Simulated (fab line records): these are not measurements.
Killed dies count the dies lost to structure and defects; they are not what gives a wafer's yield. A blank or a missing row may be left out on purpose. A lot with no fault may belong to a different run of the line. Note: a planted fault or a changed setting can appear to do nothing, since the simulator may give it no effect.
Matching of chambers    flow gf180mcu    4 sister chambers for GF_V5_CMP_04 on cmp-02
The step polishes SiO2. 4 wafers are shown with their chamber, then 7 later ones without.

## WAFERS PAIRED WITH THEIR CHAMBERS
wafer   chamber  motorCurrentA (A)
L591.6  3        10.3
L592.2  2        10.6
L593.3  1        10.7
L593.4  0        11.2

## WAFERS WHOSE CHAMBER IS MISSING
wafer   motorCurrentA (A)
L593.6  10.5
L594.1  11.0
L594.3  9.3
L594.4  11.7
L598.2  11.8
L598.3  9.4
L598.5  11.4

## WHICH CHAMBER EACH ONE RAN IN
wafer   from the rows above                in truth
L593.6  can't be placed: 2 or 1 or 3 or 0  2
L594.1  can't be placed: 0 or 1 or 2 or 3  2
L594.3  can't be placed: 3 or 2 or 1 or 0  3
L594.4  can't be placed: 0 or 1 or 2 or 3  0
L598.2  can't be placed: 0 or 1 or 2 or 3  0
L598.3  can't be placed: 3 or 2 or 1 or 0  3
L598.5  can't be placed: 0 or 1 or 2 or 3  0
Correct placement for 0 of the 7. From these rows, 7 cannot be placed; in 7 the true chamber is one of the candidates. Wrongly placed: 0.
How it was worked out, from the rows above alone: a wafer's distance from a chamber is the root of the sum, over the readings, of the square of ((its reading less the chamber's mean) divided by the reading's scatter). The wafer belongs to the nearest chamber; if the next one is less than 2 further off, it can't be placed. A chamber's mean is the mean of its shown wafers. The scatter: root of mean squared gap, hidden wafer to nearest shown wafer, with one shown wafer a chamber.
